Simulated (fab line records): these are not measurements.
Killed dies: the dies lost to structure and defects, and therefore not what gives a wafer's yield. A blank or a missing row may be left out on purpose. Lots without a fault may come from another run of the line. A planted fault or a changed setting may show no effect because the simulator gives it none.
fab line records :: flow sky130 :: part 2 of 2: steps 35 to 45 of 45
record:
  lots: 5
  wafers: 15
  last_day: 50
route steps=708 shown VT_ADJUST_PCH@144 SONOS_TUNNEL@154 SONOS_ONO@168 GATE_OXIDE@187
lots that met no fault: from a run of the same line without faults
start_h: the number of hours between the record's first day and the start of the first shown wafer of the lot :: wait_h: time in hours since the lot's previous step :: " unchanged from the row above :: L1.1+2: a row that stands for several wafers :: - either no value or no given start :: * or withheld: withheld :: < > ~ a bound
route shown NAME@n: NAME is a module with steps in the file, n the number in the route of the first one :: usual: the fault-free wafers' mean and standard deviation :: same: alike in all rows :: chamber/n: place in a boat :: sites: each site's reading :: _std_site: standard deviation of those values :: _edge_site: mean of outer sites minus mean of inner sites :: radius_mm: how far each site lies from the wafer's centre :: mask NAME#n: copy n :: behind: the most recent tool/chamber to have shaped the wafer :: hold: what put the lot on hold/how long, in hours/how the hold closed :: device: names the non-switching transistor (n, p or np) :: end of line: tests run on the same wafers once the route is complete :: step lacking rows: just its recipe :: killed: the dies lost at the first sort to structure and to defects; this is not the yield of the wafer :: map: shows each die of a wafer: x if killed, . if not, _ if none is there
set.NAME: the setting that was run; set.NAME@STEP: the one run at that earlier step :: model.NAME: the simulator's own value behind a step, which no gauge read
certain route steps with their lots: each step a table, each wafer a row
services: from which hour (start_h, from the record's first day; less than 0 if before it) a tool's chamber was out of use, for how many hours, and why
== steps ==
step: SKY_SONOS_ONO_EXPOSE_10
recipe:
  mask_id: ONOM
  target_cd_nm: 410
  na: 0.6
  source_shape: conventional
  sigma_outer: 0.6
  dose_mj: 150
usual:
  reticle_temp_C: 23.02/0.1
lot.wafer: L080.1
tool: iline_stepper-02
chamber: 0
start_h: -
wait_h: -
mask: ONOM#0
reticle_temp_C: 23.19

lot.wafer: L080.5
tool: iline_stepper-02
chamber: 0
start_h: -
wait_h: -
mask: ONOM#0
reticle_temp_C: 23.09

lot.wafer: L080.6
tool: iline_stepper-02
chamber: 0
start_h: -
wait_h: -
mask: ONOM#0
reticle_temp_C: 22.95

lot.wafer: L087.2
tool: iline_stepper-01
chamber: 0
start_h: -
wait_h: -
mask: ONOM#0
reticle_temp_C: 23.13

lot.wafer: L087.4
tool: iline_stepper-01
chamber: 0
start_h: -
wait_h: -
mask: ONOM#0
reticle_temp_C: 22.89

lot.wafer: L087.6
tool: iline_stepper-01
chamber: 0
start_h: -
wait_h: -
mask: ONOM#0
reticle_temp_C: 22.88

lot.wafer: L094.3
tool: iline_stepper-01
chamber: 0
start_h: -
wait_h: -
mask: ONOM#0
reticle_temp_C: 23.03

lot.wafer: L094.5
tool: iline_stepper-01
chamber: 0
start_h: -
wait_h: -
mask: ONOM#0
reticle_temp_C: 22.90

lot.wafer: L094.6
tool: iline_stepper-01
chamber: 0
start_h: -
wait_h: -
mask: ONOM#0
reticle_temp_C: 23.10

lot.wafer: L096.1
tool: iline_stepper-02
chamber: 0
start_h: -
wait_h: -
mask: ONOM#0
reticle_temp_C: 23.01

lot.wafer: L096.5
tool: iline_stepper-02
chamber: 0
start_h: -
wait_h: -
mask: ONOM#0
reticle_temp_C: 22.82

lot.wafer: L096.6
tool: iline_stepper-02
chamber: 0
start_h: -
wait_h: -
mask: ONOM#0
reticle_temp_C: 22.99

lot.wafer: L097.1
tool: iline_stepper-01
chamber: 0
start_h: -
wait_h: -
mask: ONOM#0
reticle_temp_C: 22.99

lot.wafer: L097.4
tool: iline_stepper-01
chamber: 0
start_h: -
wait_h: -
mask: ONOM#0
reticle_temp_C: 23.07

lot.wafer: L097.5
tool: iline_stepper-01
chamber: 0
start_h: -
wait_h: -
mask: ONOM#0
reticle_temp_C: 23.07
step: SKY_SONOS_ONO_PEB_11
recipe:
  temp_c: withheld
  time_s: *
  resist: NOVOLAK
lot.wafer: L080.1+5+6
tool: litho_track-03
chamber: 0
start_h: -
wait_h: -

lot.wafer: L087.2+4+6
tool: litho_track-01
chamber: 0
start_h: -
wait_h: -

lot.wafer: L094.3+5+6
tool: litho_track-02
chamber: 0
start_h: -
wait_h: -

lot.wafer: L096.1+5+6
tool: litho_track-02
chamber: 0
start_h: -
wait_h: -

lot.wafer: L097.1+4+5
tool: litho_track-01
chamber: 0
start_h: -
wait_h: -
step: SKY_SONOS_ONO_DEVELOP_12
recipe:
  develop_time_s: 60
  dev_temp_c: 23
lot.wafer: L080.1+5+6
tool: litho_track-03
chamber: 0
start_h: 328.76
wait_h: 0.1

lot.wafer: L087.2+4+6
tool: litho_track-01
chamber: 0
start_h: 384.13
wait_h: 0.1

lot.wafer: L094.3+5+6
tool: litho_track-02
chamber: 0
start_h: 441.49
wait_h: 0.1

lot.wafer: L096.1+5+6
tool: litho_track-02
chamber: 0
start_h: 458.34
wait_h: 0.1

lot.wafer: L097.1+4+5
tool: litho_track-01
chamber: 0
start_h: 471.65
wait_h: 0.1
step: SKY_SONOS_ONO_CD_MEAS_13
recipe:
  target_cd_nm: 410
usual:
  cd_nm: 409/3
lot.wafer: L080.1
tool: cd_sem-01
chamber: -
start_h: 328.91
wait_h: 0.1
cd_nm: 410

lot.wafer: L080.5
tool: cd_sem-01
chamber: -
start_h: 328.91
wait_h: 0.1
cd_nm: 408

lot.wafer: L080.6
tool: cd_sem-01
chamber: -
start_h: 328.91
wait_h: 0.1
cd_nm: 410

lot.wafer: L087.2
tool: cd_sem-02
chamber: -
start_h: 384.27
wait_h: 0.1
cd_nm: 404

lot.wafer: L087.4
tool: cd_sem-02
chamber: -
start_h: 384.27
wait_h: 0.1
cd_nm: 405

lot.wafer: L087.6
tool: cd_sem-02
chamber: -
start_h: 384.27
wait_h: 0.1
cd_nm: 405

lot.wafer: L094.3
tool: cd_sem-02
chamber: -
start_h: 441.63
wait_h: 0.1
cd_nm: 414

lot.wafer: L094.5
tool: cd_sem-02
chamber: -
start_h: 441.63
wait_h: 0.1
cd_nm: 415

lot.wafer: L094.6
tool: cd_sem-02
chamber: -
start_h: 441.63
wait_h: 0.1
cd_nm: 414

lot.wafer: L096.1
tool: cd_sem-02
chamber: -
start_h: 458.49
wait_h: 0.1
cd_nm: 409

lot.wafer: L096.5
tool: cd_sem-02
chamber: -
start_h: 458.49
wait_h: 0.1
cd_nm: 408

lot.wafer: L096.6
tool: cd_sem-02
chamber: -
start_h: 458.49
wait_h: 0.1
cd_nm: 409

lot.wafer: L097.1
tool: cd_sem-01
chamber: -
start_h: 471.80
wait_h: 0.1
cd_nm: 409

lot.wafer: L097.4
tool: cd_sem-01
chamber: -
start_h: 471.80
wait_h: 0.1
cd_nm: 408

lot.wafer: L097.5
tool: cd_sem-01
chamber: -
start_h: 471.80
wait_h: 0.1
cd_nm: 408
step: SKY_SONOS_ONO_OVL_MEAS_14
usual:
  SONOS_ONO_OVL: -0.8/1.5
lot.wafer: L080.1
tool: overlay-01
chamber: -
start_h: 329.03
wait_h: 0.1
SONOS_ONO_OVL[nm]: -1.5

lot.wafer: L080.5
tool: overlay-01
chamber: -
start_h: 329.03
wait_h: 0.1
SONOS_ONO_OVL[nm]: -1.3

lot.wafer: L080.6
tool: overlay-01
chamber: -
start_h: 329.03
wait_h: 0.1
SONOS_ONO_OVL[nm]: -2.9

lot.wafer: L087.2
tool: overlay-02
chamber: -
start_h: 384.38
wait_h: 0.1
SONOS_ONO_OVL[nm]: -2.8

lot.wafer: L087.4
tool: overlay-02
chamber: -
start_h: 384.38
wait_h: 0.1
SONOS_ONO_OVL[nm]: 0.3

lot.wafer: L087.6
tool: overlay-02
chamber: -
start_h: 384.38
wait_h: 0.1
SONOS_ONO_OVL[nm]: -0.8

lot.wafer: L094.3
tool: overlay-01
chamber: -
start_h: 441.72
wait_h: 0.1
SONOS_ONO_OVL[nm]: 2.3

lot.wafer: L094.5
tool: overlay-01
chamber: -
start_h: 441.72
wait_h: 0.1
SONOS_ONO_OVL[nm]: 1.6

lot.wafer: L094.6
tool: overlay-01
chamber: -
start_h: 441.72
wait_h: 0.1
SONOS_ONO_OVL[nm]: 2.0

lot.wafer: L096.1
tool: overlay-01
chamber: -
start_h: 458.61
wait_h: 0.1
SONOS_ONO_OVL[nm]: -1.4

lot.wafer: L096.5
tool: overlay-01
chamber: -
start_h: 458.61
wait_h: 0.1
SONOS_ONO_OVL[nm]: -1.3

lot.wafer: L096.6
tool: overlay-01
chamber: -
start_h: 458.61
wait_h: 0.1
SONOS_ONO_OVL[nm]: -1.1

lot.wafer: L097.1
tool: overlay-01
chamber: -
start_h: 471.92
wait_h: 0.1
SONOS_ONO_OVL[nm]: -2.8

lot.wafer: L097.4
tool: overlay-01
chamber: -
start_h: 471.92
wait_h: 0.1
SONOS_ONO_OVL[nm]: -3.6

lot.wafer: L097.5
tool: overlay-01
chamber: -
start_h: 471.92
wait_h: 0.1
SONOS_ONO_OVL[nm]: -2.3
step: SKY_SONOS_ONO_ETCH_15
recipe:
  target_depth_nm: 19.52
  chemistry: CHF3/O2
  source_w: 600
  bias_w: 200
  pressure_mtorr: 40
  chf3_flow_sccm: 50
  O2_flow_sccm: 5
  time_s: 7.8
usual:
  drypump_motor_current_A: 5.7/0.53
  oes_product_au: 0.999/0.0081
  throttle_valve_pct: 8.826/0.01
lot.wafer: L080.1
tool: rie_diel-03
chamber: 1
start_h: 329.07
wait_h: 0.0
drypump_motor_current_A: 4.8
oes_product_au: 0.985
rf_hours_counter_h: 0
throttle_valve_pct: 8.818

lot.wafer: L080.5
tool: rie_diel-03
chamber: 1
start_h: 329.07
wait_h: 0.0
drypump_motor_current_A: 4.8
oes_product_au: 0.991
rf_hours_counter_h: -
throttle_valve_pct: 8.824

lot.wafer: L080.6
tool: rie_diel-03
chamber: 0
start_h: 329.07
wait_h: 0.0
drypump_motor_current_A: 5.1
oes_product_au: 0.997
rf_hours_counter_h: -
throttle_valve_pct: 8.811

lot.wafer: L087.2
tool: rie_diel-01
chamber: 1
start_h: 384.41
wait_h: 0.0
drypump_motor_current_A: 5.9
oes_product_au: 1.003
rf_hours_counter_h: 82
throttle_valve_pct: 8.827

lot.wafer: L087.4
tool: rie_diel-01
chamber: 3
start_h: 384.41
wait_h: 0.0
drypump_motor_current_A: 6.2
oes_product_au: 0.998
rf_hours_counter_h: 110
throttle_valve_pct: 8.798

lot.wafer: L087.6
tool: rie_diel-01
chamber: 2
start_h: 384.41
wait_h: 0.0
drypump_motor_current_A: 6.2
oes_product_au: 1.003
rf_hours_counter_h: -
throttle_valve_pct: 8.822

lot.wafer: L094.3
tool: rie_diel-02
chamber: 1
start_h: 441.74
wait_h: 0.0
drypump_motor_current_A: 5.9
oes_product_au: 0.989
rf_hours_counter_h: 7
throttle_valve_pct: 8.827

lot.wafer: L094.5
tool: rie_diel-02
chamber: 2
start_h: 441.74
wait_h: 0.0
drypump_motor_current_A: 5.8
oes_product_au: 0.993
rf_hours_counter_h: -
throttle_valve_pct: 8.824

lot.wafer: L094.6
tool: rie_diel-02
chamber: 3
start_h: 441.74
wait_h: 0.0
drypump_motor_current_A: 5.8
oes_product_au: 1.017
rf_hours_counter_h: -
throttle_valve_pct: 8.820

lot.wafer: L096.1
tool: rie_diel-02
chamber: 3
start_h: 458.64
wait_h: 0.0
drypump_motor_current_A: 5.8
oes_product_au: 0.992
rf_hours_counter_h: 48
throttle_valve_pct: 8.837

lot.wafer: L096.5
tool: rie_diel-02
chamber: 3
start_h: 458.64
wait_h: 0.0
drypump_motor_current_A: 5.8
oes_product_au: 1.012
rf_hours_counter_h: -
throttle_valve_pct: 8.827

lot.wafer: L096.6
tool: rie_diel-02
chamber: 2
start_h: 458.64
wait_h: 0.0
drypump_motor_current_A: 5.8
oes_product_au: 1.000
rf_hours_counter_h: -
throttle_valve_pct: 8.833

lot.wafer: L097.1
tool: rie_diel-02
chamber: 1
start_h: 471.96
wait_h: 0.0
drypump_motor_current_A: 5.9
oes_product_au: 0.990
rf_hours_counter_h: 7
throttle_valve_pct: 8.828

lot.wafer: L097.4
tool: rie_diel-02
chamber: 3
start_h: 471.96
wait_h: 0.0
drypump_motor_current_A: 5.9
oes_product_au: 1.005
rf_hours_counter_h: 48
throttle_valve_pct: 8.835

lot.wafer: L097.5
tool: rie_diel-02
chamber: 1
start_h: 471.96
wait_h: 0.0
drypump_motor_current_A: 5.9
oes_product_au: 0.998
rf_hours_counter_h: -
throttle_valve_pct: 8.821
step: SKY_SONOS_ONO_WET_ETCH_16
recipe:
  chemistry: dHF
  target_depth_nm: 14
  dry: n2_spin
  target: SiO2
  dilution: 100:1
  temp_c: 25
  time_s: 280
lot.wafer: L080.1+5+6
tool: wet_bench-01
chamber: 3
start_h: 329.20
wait_h: 0.1

lot.wafer: L087.2+4+6
tool: wet_bench-04
chamber: 1
start_h: 384.43
wait_h: 0.0

lot.wafer: L094.3+5+6
tool: wet_bench-01
chamber: 0
start_h: 441.76
wait_h: 0.0

lot.wafer: L096.1+5+6
tool: wet_bench-02
chamber: 1
start_h: 458.66
wait_h: 0.0

lot.wafer: L097.1+4+5
tool: wet_bench-04
chamber: 1
start_h: 471.98
wait_h: 0.0
step: SKY_SONOS_ONO_STRIP_17
recipe:
  chemistry: O2/N2
  power_w: 1400
  pressure_mtorr: 1500
  platen_temp_c: withheld
  o2_flow_sccm: 3000
  n2_flow_sccm: 300
  overash_fraction: 0.5
usual:
  drypump_motor_current_A: 5.9/0.44
  oes_product_au: 0.710/0.0042
  strip_time_to_endpoint_s: 14.11/0.034
lot.wafer: L080.1
tool: plasma_asher-02
chamber: 1
start_h: 329.29
wait_h: 0.0
drypump_motor_current_A: 5.5
oes_product_au: 0.710
rf_hours_counter_h: 18
strip_time_to_endpoint_s: 14.12

lot.wafer: L080.5
tool: plasma_asher-02
chamber: 1
start_h: 329.29
wait_h: 0.0
drypump_motor_current_A: 5.4
oes_product_au: 0.710
rf_hours_counter_h: -
strip_time_to_endpoint_s: 14.11

lot.wafer: L080.6
tool: plasma_asher-02
chamber: 0
start_h: 329.29
wait_h: 0.0
drypump_motor_current_A: 6.6
oes_product_au: 0.711
rf_hours_counter_h: -
strip_time_to_endpoint_s: 14.11

lot.wafer: L087.2
tool: plasma_asher-02
chamber: 1
start_h: 384.52
wait_h: 0.0
drypump_motor_current_A: 5.5
oes_product_au: 0.709
rf_hours_counter_h: 24
strip_time_to_endpoint_s: 14.06

lot.wafer: L087.4
tool: plasma_asher-02
chamber: 0
start_h: 384.52
wait_h: 0.0
drypump_motor_current_A: 6.6
oes_product_au: 0.710
rf_hours_counter_h: -
strip_time_to_endpoint_s: 14.11

lot.wafer: L087.6
tool: plasma_asher-02
chamber: 1
start_h: 384.52
wait_h: 0.0
drypump_motor_current_A: 5.5
oes_product_au: 0.713
rf_hours_counter_h: -
strip_time_to_endpoint_s: 14.08

lot.wafer: L094.3
tool: plasma_asher-02
chamber: 0
start_h: 441.88
wait_h: 0.0
drypump_motor_current_A: 6.6
oes_product_au: 0.700
rf_hours_counter_h: -
strip_time_to_endpoint_s: 14.11

lot.wafer: L094.5
tool: plasma_asher-02
chamber: 0
start_h: 441.88
wait_h: 0.0
drypump_motor_current_A: 6.6
oes_product_au: 0.716
rf_hours_counter_h: -
strip_time_to_endpoint_s: 14.12

lot.wafer: L094.6
tool: plasma_asher-02
chamber: 1
start_h: 441.88
wait_h: 0.0
drypump_motor_current_A: 5.5
oes_product_au: 0.711
rf_hours_counter_h: -
strip_time_to_endpoint_s: 14.14

lot.wafer: L096.1
tool: plasma_asher-01
chamber: 1
start_h: 458.75
wait_h: 0.0
drypump_motor_current_A: 5.8
oes_product_au: 0.713
rf_hours_counter_h: 68
strip_time_to_endpoint_s: 14.01

lot.wafer: L096.5
tool: plasma_asher-01
chamber: 1
start_h: 458.75
wait_h: 0.0
drypump_motor_current_A: 5.8
oes_product_au: 0.707
rf_hours_counter_h: -
strip_time_to_endpoint_s: 14.10

lot.wafer: L096.6
tool: plasma_asher-01
chamber: 0
start_h: 458.75
wait_h: 0.0
drypump_motor_current_A: 5.2
oes_product_au: 0.714
rf_hours_counter_h: -
strip_time_to_endpoint_s: 14.11

lot.wafer: L097.1
tool: plasma_asher-04
chamber: 1
start_h: 472.07
wait_h: 0.0
drypump_motor_current_A: 5.9
oes_product_au: 0.712
rf_hours_counter_h: 78
strip_time_to_endpoint_s: 14.10

lot.wafer: L097.4
tool: plasma_asher-04
chamber: 0
start_h: 472.07
wait_h: 0.0
drypump_motor_current_A: 5.8
oes_product_au: 0.707
rf_hours_counter_h: -
strip_time_to_endpoint_s: 14.11

lot.wafer: L097.5
tool: plasma_asher-04
chamber: 0
start_h: 472.07
wait_h: 0.0
drypump_motor_current_A: 5.8
oes_product_au: 0.713
rf_hours_counter_h: -
strip_time_to_endpoint_s: 14.08
step: SKY_SONOS_ONO_WET_ETCH_18
recipe:
  chemistry: H3PO4
  target_depth_nm: 15
  target: Si3N4
  temp_c: 160
  time_s: 172
lot.wafer: L080.1+5+6
tool: wet_bench-01
chamber: 2
start_h: 329.44
wait_h: 0.1

lot.wafer: L087.2+4+6
tool: wet_bench-02
chamber: 1
start_h: 384.62
wait_h: 0.1

lot.wafer: L094.3+5+6
tool: wet_bench-04
chamber: 0
start_h: 441.95
wait_h: 0.0

lot.wafer: L096.1+5+6
tool: wet_bench-04
chamber: 1
start_h: 458.85
wait_h: 0.1

lot.wafer: L097.1+4+5
tool: wet_bench-02
chamber: 0
start_h: 472.17
wait_h: 0.1
step: SKY_GATE_OXIDE_CLEAN_00
recipe:
  chemistry: SC1/SC2
  mix: 1:4:20
  temp_c: 70
  time_s: 150
  dry: n2_spin
lot.wafer: L080.1+5+6
tool: wet_bench-04
chamber: 2
start_h: 329.49
wait_h: 0.0

lot.wafer: L087.2+4+6
tool: wet_bench-01
chamber: 2
start_h: 384.67
wait_h: 0.0

lot.wafer: L094.3+5+6
tool: wet_bench-02
chamber: 2
start_h: 442.01
wait_h: 0.0

lot.wafer: L096.1+5+6
tool: wet_bench-02
chamber: 1
start_h: 458.91
wait_h: 0.0

lot.wafer: L097.1+4+5
tool: wet_bench-01
chamber: 3
start_h: 472.22
wait_h: 0.0
step: SKY_GATE_OXIDE_OXIDATION_01
recipe:
  temp_c: 900
  ambient: O2
  stabilise_s: 600
  purge_s: 300
  target_thk_a: 102.68
  ox_time_s: 1473
usual:
  ox_temp_c_max: 904.9/1.1
  zone_power_bottom_pct: 24.2/1.5
same:
  stabilise_s: 600
lot.wafer: L080.1
tool: furnace-01
chamber: 0
start_h: 330.31
wait_h: 0.8
ox_temp_c_max: 904.2
zone_power_bottom_pct: 25.3

lot.wafer: L080.5
tool: furnace-01
chamber: 0
start_h: 330.31
wait_h: 0.8
ox_temp_c_max: 904.0
zone_power_bottom_pct: 25.8

lot.wafer: L080.6
tool: furnace-01
chamber: 0
start_h: 330.31
wait_h: 0.8
ox_temp_c_max: 903.3
zone_power_bottom_pct: 25.4

lot.wafer: L087.2
tool: furnace-01
chamber: 0
start_h: 384.72
wait_h: 0.0
ox_temp_c_max: 904.8
zone_power_bottom_pct: 26.0

lot.wafer: L087.4
tool: furnace-01
chamber: 0
start_h: 384.72
wait_h: 0.0
ox_temp_c_max: 904.2
zone_power_bottom_pct: 26.2

lot.wafer: L087.6
tool: furnace-01
chamber: 0
start_h: 384.72
wait_h: 0.0
ox_temp_c_max: 904.3
zone_power_bottom_pct: 25.5

lot.wafer: L094.3
tool: furnace-01
chamber: 0
start_h: 442.11
wait_h: 0.0
ox_temp_c_max: 905.2
zone_power_bottom_pct: 25.6

lot.wafer: L094.5
tool: furnace-01
chamber: 0
start_h: 442.11
wait_h: 0.0
ox_temp_c_max: 904.0
zone_power_bottom_pct: 25.6

lot.wafer: L094.6
tool: furnace-01
chamber: 0
start_h: 442.11
wait_h: 0.0
ox_temp_c_max: 905.0
zone_power_bottom_pct: 25.3

lot.wafer: L096.1
tool: furnace-02
chamber: 0
start_h: 458.96
wait_h: 0.0
ox_temp_c_max: 904.2
zone_power_bottom_pct: 23.4

lot.wafer: L096.5
tool: furnace-02
chamber: 0
start_h: 458.96
wait_h: 0.0
ox_temp_c_max: 907.8
zone_power_bottom_pct: 23.1

lot.wafer: L096.6
tool: furnace-02
chamber: 0
start_h: 458.96
wait_h: 0.0
ox_temp_c_max: 904.3
zone_power_bottom_pct: 22.6

lot.wafer: L097.1
tool: furnace-02
chamber: 0
start_h: 472.52
wait_h: 0.2
ox_temp_c_max: 907.6
zone_power_bottom_pct: 22.7

lot.wafer: L097.4
tool: furnace-02
chamber: 0
start_h: 472.52
wait_h: 0.2
ox_temp_c_max: 905.4
zone_power_bottom_pct: 22.6

lot.wafer: L097.5
tool: furnace-02
chamber: 0
start_h: 472.52
wait_h: 0.2
ox_temp_c_max: 905.1
zone_power_bottom_pct: 22.3
== services ==
tool: iline_stepper-02
chamber: -
start_h: 236.27
hours: 2.1
kind: pm

tool: rie_diel-02
chamber: 0
start_h: 266.83
hours: 9.9
kind: repair

tool: implanter-01
chamber: -
start_h: 279.48
hours: 4.0
kind: repair

tool: implanter-01
chamber: -
start_h: 284.03
hours: 1.2
kind: repair

tool: implanter-01
chamber: -
start_h: 293.68
hours: 2.1
kind: pm

tool: lpcvd-03
chamber: -
start_h: 303.03
hours: 1.2
kind: repair

tool: implanter-01
chamber: -
start_h: 307.49
hours: 5.0
kind: pm

tool: wet_bench-02
chamber: -
start_h: 308.73
hours: 28.5
kind: repair

tool: iline_stepper-01
chamber: -
start_h: 314.95
hours: 1.6
kind: repair

tool: implanter-03
chamber: -
start_h: 328.58
hours: 1.1
kind: repair

tool: rie_diel-02
chamber: 3
start_h: 328.73
hours: 6.3
kind: repair

tool: furnace-01
chamber: -
start_h: 331.93
hours: 1.2
kind: repair

tool: iline_stepper-01
chamber: -
start_h: 335.24
hours: 15.8
kind: repair

tool: wet_bench-01
chamber: -
start_h: 337.85
hours: 0.7
kind: repair

tool: furnace-01
chamber: -
start_h: 346.07
hours: 16.0
kind: repair

tool: iline_stepper-01
chamber: -
start_h: 359.69
hours: 3.3
kind: repair

tool: iline_stepper-02
chamber: -
start_h: 381.73
hours: 1.7
kind: pm

tool: furnace-02
chamber: -
start_h: 387.15
hours: 3.4
kind: pm

tool: plasma_asher-02
chamber: -
start_h: 420.11
hours: 7.4
kind: repair

tool: iline_stepper-02
chamber: -
start_h: 432.01
hours: 0.7
kind: repair

tool: iline_stepper-01
chamber: -
start_h: 441.63
hours: 1.7
kind: pm

tool: iline_stepper-02
chamber: -
start_h: 444.86
hours: 4.4
kind: pm

tool: plasma_asher-02
chamber: -
start_h: 448.04
hours: 21.6
kind: pm

tool: furnace-01
chamber: -
start_h: 462.79
hours: 3.6
kind: pm
